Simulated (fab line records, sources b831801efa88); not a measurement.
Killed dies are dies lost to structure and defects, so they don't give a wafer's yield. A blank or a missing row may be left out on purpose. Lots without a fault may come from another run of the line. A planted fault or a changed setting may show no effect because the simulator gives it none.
Which tool did it? | flow sky130 | 24 lots, 72 wafers sampled, at 4 steps of a route of 708

WHAT THE GAUGES READ, wafer by wafer
SKY_VIA1_BOW_MEAS_03. Usual: VIA1_BOW 80 um, standard deviation 7.1.
lot  | measured     | on            | VIA1_BOW (um) | flag
L074 | day 33 03:35 | film_metro-04 | 83 84 69      |
L075 | day 33 07:26 | film_metro-01 | 77 78 91      |
L076 | day 33 09:54 | film_metro-02 | 88 89 86      |
L077 | day 33 23:49 | film_metro-01 | 83 81 89      |
L078 | day 34 00:46 | film_metro-04 | 89 89 77      |
L079 | day 34 07:05 | film_metro-01 | 83 75 81      |
L080 | day 34 11:53 | film_metro-01 | 83 85 77      |
L081 | day 34 19:34 | film_metro-04 | 89 78 81      |
L082 | day 35 08:29 | film_metro-01 | 83 64 75      |
L083 | day 35 12:49 | film_metro-01 | 78 80 79      |
L084 | day 35 15:01 | film_metro-04 | 79 72 81      |
L085 | day 36 05:42 | film_metro-04 | 82 89 82      |
L086 | day 36 10:45 | film_metro-01 | 78 62 80      |
L087 | day 36 17:54 | film_metro-04 | 85 66 76      |
L088 | day 37 12:33 | film_metro-04 | 82 75 92      |
L089 | day 37 16:37 | film_metro-02 | 82 80 86      |
L090 | day 38 07:00 | film_metro-02 | 84 86 84      |
L091 | day 38 12:55 | film_metro-01 | 79 82 89      |
L093 | day 38 17:28 | film_metro-04 | 84 79 81      |
L092 | day 38 18:26 | film_metro-01 | 93 80 66      |
L094 | day 38 21:19 | film_metro-01 | 81 86 74      |
L095 | day 39 23:42 | film_metro-02 | 91 81 84      |
L097 | day 40 00:55 | film_metro-01 | 82 80 83      |
L096 | day 40 08:40 | film_metro-01 | 89 83 70      |

SKY_CAPM_RS_MEAS_03: measures by four-point-probe. Usual: CAPM_TIN_RS 6.88 ohm/sq, standard deviation 0.072.
lot  | measured     | on            | CAPM_TIN_RS (ohm/sq) | flag
L074 | day 36 15:28 | film_metro-03 | 7.00 7.01 6.93       |
L075 | day 36 18:02 | film_metro-04 | 6.86 6.78 6.78       |
L076 | day 36 20:25 | film_metro-01 | 6.76 6.74 6.81       |
L077 | day 37 07:26 | film_metro-04 | 6.93 6.88 6.92       |
L078 | day 37 11:08 | film_metro-04 | 6.83 6.81 6.84       |
L079 | day 37 16:51 | film_metro-03 | 6.89 6.90 6.93       |
L080 | day 37 22:57 | film_metro-01 | 6.83 6.78 6.82       |
L081 | day 38 04:53 | film_metro-03 | 6.89 6.86 6.91       |
L082 | day 38 18:17 | film_metro-04 | 6.87 6.90 6.90       |
L083 | day 38 22:38 | film_metro-01 | 6.94 7.02 6.96       |
L084 | day 39 00:49 | film_metro-04 | 6.76 6.77 6.73       |
L085 | day 39 14:11 | film_metro-01 | 6.80 6.82 6.79       |
L086 | day 39 19:11 | film_metro-01 | 6.94 6.89 6.94       |
L087 | day 40 02:17 | film_metro-03 | 6.84 6.82 6.87       |
L088 | day 40 20:30 | film_metro-03 | 7.01 6.97 7.02       |
L089 | day 40 23:50 | film_metro-03 | 7.01 6.97 6.97       |
L090 | day 41 11:59 | film_metro-04 | 6.90 6.85 6.84       |
L091 | day 41 21:42 | film_metro-03 | 6.90 6.84 6.86       |
L093 | day 41 23:40 | film_metro-04 | 6.83 6.89 6.85       |
L092 | day 42 00:36 | film_metro-01 | 6.90 6.93 6.92       |
L094 | day 42 04:11 | film_metro-03 | 6.98 7.00 6.92       |
L095 | day 43 05:12 | film_metro-03 | 6.90 6.86 6.88       |
L097 | day 43 06:01 | film_metro-01 | 6.92 6.91 6.87       |
L096 | day 43 11:36 | film_metro-03 | 6.84 6.83 6.88       |

SKY_VIA3_THK_MEAS_23: measures by xrf. Usual: VIA3_W_THK 379 nm, standard deviation 7.5.
lot  | measured     | on            | VIA3_W_THK (nm) | flag
L074 | day 39 22:20 | film_metro-02 | 388 388 380     |
L075 | day 40 00:29 | film_metro-04 | 380 381 381     |
L076 | day 40 03:55 | film_metro-02 | 385 378 382     |
L077 | day 40 12:11 | film_metro-04 | 393 382 391     |
L078 | day 40 18:02 | film_metro-04 | 383 394 383     |
L079 | day 40 23:21 | film_metro-01 | 370 364 367     |
L080 | day 41 04:08 | film_metro-04 | 382 389 386     |
L081 | day 41 09:05 | film_metro-01 | 373 368 362     |
L082 | day 41 22:40 | film_metro-01 | 364 366 369     |
L083 | day 42 03:04 | film_metro-04 | 387 382 373     |
L084 | day 42 05:08 | film_metro-02 | 382 385 376     |
L085 | day 42 15:37 | film_metro-04 | 375 385 386     |
L086 | day 43 03:20 | film_metro-02 | 380 388 378     |
L087 | day 43 05:46 | film_metro-01 | 380 374 379     |
L088 | day 43 22:11 | film_metro-04 | 380 388 388     |
L089 | day 44 01:19 | film_metro-04 | 369 383 370     |
L090 | day 44 11:34 | film_metro-02 | 375 384 374     |
L091 | day 44 21:36 | film_metro-02 | 383 372 383     |
L093 | day 44 23:42 | film_metro-01 | 371 373 372     |
L092 | day 45 00:58 | film_metro-01 | 365 366 374     |
L094 | day 45 04:38 | film_metro-02 | 374 368 368     |
L095 | day 46 02:49 | film_metro-04 | 384 381 388     |
L097 | day 46 04:32 | film_metro-01 | 379 375 369     |
L096 | day 46 08:01 | film_metro-04 | 380 396 380     |

SKY_VIA4_THK_MEAS_20: measures by xrf. Usual: VIA4_W_THK 495 nm, standard deviation 6.7.
lot  | measured     | on            | VIA4_W_THK (nm) | flag
L074 | day 43 02:04 | film_metro-03 | 497 505 503     |
L075 | day 43 03:10 | film_metro-02 | 482 491 495     |
L076 | day 43 08:46 | film_metro-02 | 497 502 495     |
L077 | day 43 14:06 | film_metro-01 | 508 500 506     |
L078 | day 43 20:52 | film_metro-03 | 487 502 486     |
L079 | day 44 01:31 | film_metro-01 | 498 495 486     |
L080 | day 44 06:26 | film_metro-02 | 491 507 494     |
L081 | day 44 08:50 | film_metro-02 | 485 498 492     |
L082 | day 44 23:14 | film_metro-01 | 476 490 493     |
L083 | day 45 02:21 | film_metro-02 | 504 502 501     |
L084 | day 45 04:49 | film_metro-03 | 491 500 488     |
L085 | day 45 13:20 | film_metro-01 | 500 492 484     |
L086 | day 46 02:04 | film_metro-01 | 494 488 488     |
L087 | day 46 03:45 | film_metro-03 | 484 492 496     |
L088 | day 46 18:05 | film_metro-02 | 502 495 494     |
L089 | day 46 21:07 | film_metro-02 | 498 484 491     |
L090 | day 47 05:55 | film_metro-03 | 494 501 497     |
L091 | day 47 15:28 | film_metro-02 | 492 499 498     |
L093 | day 47 16:29 | film_metro-02 | 491 499 491     |
L092 | day 47 19:02 | film_metro-02 | 502 499 495     |
L094 | day 47 22:44 | film_metro-02 | 511 497 493     |
L095 | day 48 17:07 | film_metro-02 | 493 493 495     |
L097 | day 48 17:32 | film_metro-03 | 494 494 494     |
L096 | day 48 21:12 | film_metro-03 | 487 485 487     |

WHICH TOOL RAN EACH LOT (tool, then ch and the chambers of the sampled wafers, then the start)
The record holds no process step before these readings.

WHAT THE TOOLS THEMSELVES READ (means of the sampled wafers that have a number; where no wafer has one, the mark that the record gives instead)
The record holds no such reading with a usual standard deviation.

THE ANSWER, worked out from the rows above alone
Rule: a lot is off if the mean of its wafers that have a number lies more than 3 standard deviations from the usual mean. A lot without any number at a reading at which 4 lots or more have one is off too. The other lots that the step has rows for count as sound. The gauges are gone through in route order, then the tools' own readings, and for those a lot's mean is taken as printed above. The first step at which some lot is off is used, and at that step the reading that is off furthest; a lot without a number counts as furthest.
No lot is off at any reading shown: from this, nothing can be told.

WHAT THE SIMULATOR HAD PUT IN
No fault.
